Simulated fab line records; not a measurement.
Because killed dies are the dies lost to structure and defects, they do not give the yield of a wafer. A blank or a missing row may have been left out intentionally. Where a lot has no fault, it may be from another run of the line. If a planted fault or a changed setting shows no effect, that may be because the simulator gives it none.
Matching of chambers || flow gf180mcu || rie si-01 running GF_STI_ETCH_14: 4 sister chambers
The step etches Si in HBr/Cl2/O2, target depth 360 nm, time 102.9 s. 14 wafers are shown with their chamber, then 7 later ones without.

## WAFERS, EACH WITH ITS CHAMBER
{"wafer": "L547.3", "chamber": 0, "drypump motor current A (A)": 5.86, "run length s (s)": 131.9, "oes product au (a.u.)": 1.020}
{"wafer": "L547.5", "chamber": 0, "drypump motor current A (A)": 5.83, "run length s (s)": 131.8, "oes product au (a.u.)": 1.002}
{"wafer": "L547.6", "chamber": 1, "drypump motor current A (A)": 5.73, "run length s (s)": 130.9, "oes product au (a.u.)": 1.003}
{"wafer": "L552.1", "chamber": 2, "drypump motor current A (A)": 6.15, "run length s (s)": 131.4, "oes product au (a.u.)": 1.012}
{"wafer": "L552.4", "chamber": 1, "drypump motor current A (A)": 5.73, "run length s (s)": 131.0, "oes product au (a.u.)": 0.997}
{"wafer": "L552.5", "chamber": 2, "drypump motor current A (A)": 6.13, "run length s (s)": 131.3, "oes product au (a.u.)": 1.014}
{"wafer": "L562.1", "chamber": 1, "drypump motor current A (A)": 5.76, "run length s (s)": 131.0, "oes product au (a.u.)": 0.996}
{"wafer": "L562.2", "chamber": 0, "drypump motor current A (A)": 5.84, "run length s (s)": 131.6, "oes product au (a.u.)": 1.007}
{"wafer": "L562.5", "chamber": 2, "drypump motor current A (A)": 6.09, "run length s (s)": 131.3, "oes product au (a.u.)": 1.010}
{"wafer": "L563.2", "chamber": 2, "drypump motor current A (A)": 6.10, "run length s (s)": 131.5, "oes product au (a.u.)": 1.007}
{"wafer": "L563.3", "chamber": 3, "drypump motor current A (A)": 5.97, "run length s (s)": 130.9, "oes product au (a.u.)": 0.998}
{"wafer": "L563.5", "chamber": 2, "drypump motor current A (A)": 6.11, "run length s (s)": 131.4, "oes product au (a.u.)": 1.009}
{"wafer": "L565.2", "chamber": 2, "drypump motor current A (A)": 6.13, "run length s (s)": 131.7, "oes product au (a.u.)": 1.020}
{"wafer": "L565.3", "chamber": 1, "drypump motor current A (A)": 5.76, "run length s (s)": 131.3, "oes product au (a.u.)": 1.000}

SIGNATURES (averages over the wafers above)
{"reading": "drypump motor current A", "chamber 0": 5.8433, "chamber 1": 5.7450, "chamber 2": 6.1183, "chamber 3": 5.9700, "scatter within a chamber": 0.0196}
{"reading": "run length s", "chamber 0": 131.767, "chamber 1": 131.050, "chamber 2": 131.433, "chamber 3": 130.900, "scatter within a chamber": 0.158}
{"reading": "oes product au", "chamber 0": 1.00967, "chamber 1": 0.99900, "chamber 2": 1.01200, "chamber 3": 0.99800, "scatter within a chamber": 0.00556}
Rule: a wafer lies at a distance from a chamber equal to the root of the sum of squares, over the readings, of (its reading less the chamber's mean, divided by the reading's scatter). The wafer belongs to the nearest chamber; if the next one is less than 2 further off, it can't be placed. The scatter: take each reading less its chamber's mean, square it, sum over the shown wafers, divide by the number of wafers less the number of chambers, and take the root.

## WAFERS WHOSE CHAMBER IS MISSING
{"wafer": "L565.6", "drypump motor current A (A)": 5.85, "run length s (s)": 131.6, "oes product au (a.u.)": 1.016}
{"wafer": "L568.3", "drypump motor current A (A)": 5.76, "run length s (s)": 131.4, "oes product au (a.u.)": 1.012}
{"wafer": "L568.4", "drypump motor current A (A)": 5.81, "run length s (s)": 132.2, "oes product au (a.u.)": 1.001}
{"wafer": "L568.5", "drypump motor current A (A)": 5.92, "run length s (s)": 131.6, "oes product au (a.u.)": 1.007}
{"wafer": "L569.2", "drypump motor current A (A)": 5.76, "run length s (s)": 130.9, "oes product au (a.u.)": 1.001}
{"wafer": "L569.3", "drypump motor current A (A)": 5.98, "run length s (s)": 131.1, "oes product au (a.u.)": 0.982}
{"wafer": "L569.6", "drypump motor current A (A)": 6.16, "run length s (s)": 131.4, "oes product au (a.u.)": 1.009}

## THE CHAMBER EACH PASSED THROUGH
{"wafer": "L565.6", "from the rows above": 0, "in truth": 0}
{"wafer": "L568.3", "from the rows above": "can't be placed: 1 or 0", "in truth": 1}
{"wafer": "L568.4", "from the rows above": 0, "in truth": 0}
{"wafer": "L568.5", "from the rows above": "can't be placed: 0 or 3", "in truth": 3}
{"wafer": "L569.2", "from the rows above": 1, "in truth": 1}
{"wafer": "L569.3", "from the rows above": 3, "in truth": 3}
{"wafer": "L569.6", "from the rows above": 2, "in truth": 2}
Placed correctly: 5 of 7. Unplaceable from these rows: 2, with the true chamber sitting among the candidates in 2. Placed wrongly: 0.
